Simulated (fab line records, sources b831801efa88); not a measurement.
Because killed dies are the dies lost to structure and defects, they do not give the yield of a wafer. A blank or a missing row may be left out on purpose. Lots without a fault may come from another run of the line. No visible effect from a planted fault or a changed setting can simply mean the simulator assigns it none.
Code-filled problem report in 8D (eight disciplines) form + flow gf180mcu + the parts of the form that need people (team, actions taken, sign-off) are left out

== 1. WHAT IS WRONG ==
Mean PASSIVATION_CVD_00_THK at GF_PASSIVATION_THK_MEAS_01: 1108 nm over 6 wafers in 2 lots; fault-free wafers: 993 nm, standard deviation 18. That puts it +6.4 standard deviations away from the usual mean.
Earliest sighting: wafer L241.4 on film-metro-01 at day 33 17:02. The record holds 36 wafers of 12 lots with a number at this step. Rule for "out", or "out of limits": more than 4 standard deviations from the usual mean. The rest of the wafers with a number are treated as sound.

== 2. WHAT IT IS; WHAT IT IS NOT ==
| question                    | is                           | is not                                                                    |
|-----------------------------|------------------------------|---------------------------------------------------------------------------|
| which readings at this step | PASSIVATION_CVD_00_THK       | -                                                                         |
| which lots                  | L240, L241                   | L222, L223, L225, L226, L228, L230, L232, L233, L242, L243                |
| which wafers of those lots  | all that have a number       | -                                                                         |
| read on which gauges        | film-metro-01, film-metro-02 | film-metro-03                                                             |
| when                        | from day 33 17:02            | up to then (24 sound wafers); but 6 sound wafers of L242, L243 came after |

== 3. SUSPECTS, AND WHAT RULES EACH OUT ==
Counting: any tool at a process step up to the reading is kept as a suspect provided that every lot that is out went through it and no sound lot did after the first of them.
- the gauge at GF_PASSIVATION_THK_MEAS_01 is ruled out. Those wafers that are out were read across 2 gauges (film-metro-01, film-metro-02).
- pecvd-01 at GF_PASSIVATION_CVD_00 (deposits SiO2 from TEOS, target thk 1000 nm, time 111.95 s): kept. It ran every lot that is out, first L241 (day 33 16:58), and no sound lot after that; its last sound lot up to then is L228 (day 30 10:38). Its own readings are out on those wafers: rf-fwd-power-W.
Left after counting: pecvd-01 at GF_PASSIVATION_CVD_00.

== 4. THE CAUSE (what the simulator had put in) ==
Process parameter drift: pecvd-01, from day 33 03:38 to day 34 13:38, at GF_PASSIVATION_CVD_00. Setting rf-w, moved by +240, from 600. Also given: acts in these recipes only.
After counting, this tool was the only one left.

== 5. THE EFFECT CHAIN, in route order ==
One row per reading whose mean, taken over the struck wafers that have a number, lies over 3 standard deviations from the usual. Scope: only readings with a usual standard deviation given in the record; hours: median across lots of the time from each lot's start at the first step in this table that gives one to its start at this step; sigmas: change in usual standard deviations.
| hours | step                       | reading                | usual   | on struck wafers | change | sigmas      |
|-------|----------------------------|------------------------|---------|------------------|--------|-------------|
| 0     | GF_PASSIVATION_CVD_00      | rf-fwd-power-W         | 596.3 W | 836.0            | +239.7 | +99 or more |
| 0     | GF_PASSIVATION_THK_MEAS_01 | PASSIVATION_CVD_00_THK | 993 nm  | 1108             | +115   | +6.4        |
Process steps it contains:
- GF_PASSIVATION_CVD_00: deposits SiO2 from TEOS, target thk 1000 nm, time 111.95 s.

== 6. HOW IT WOULD HAVE BEEN CAUGHT EARLIER ==
Counted from the fault's start at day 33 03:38, it took 13 hours until the first out-of-limits reading at a measuring or inspecting step in this record, taken at day 33 17:02.
Tool's own readings at GF_PASSIVATION_CVD_00, rf-fwd-power-W: out on all struck wafers the step has rows for; an alarm limit on them would have tripped on the first.
L240, from the lots that are out (2), started GF_PASSIVATION_CVD_00 on pecvd-01 later than day 33 17:02. Putting the tool on hold at that point would have spared it.
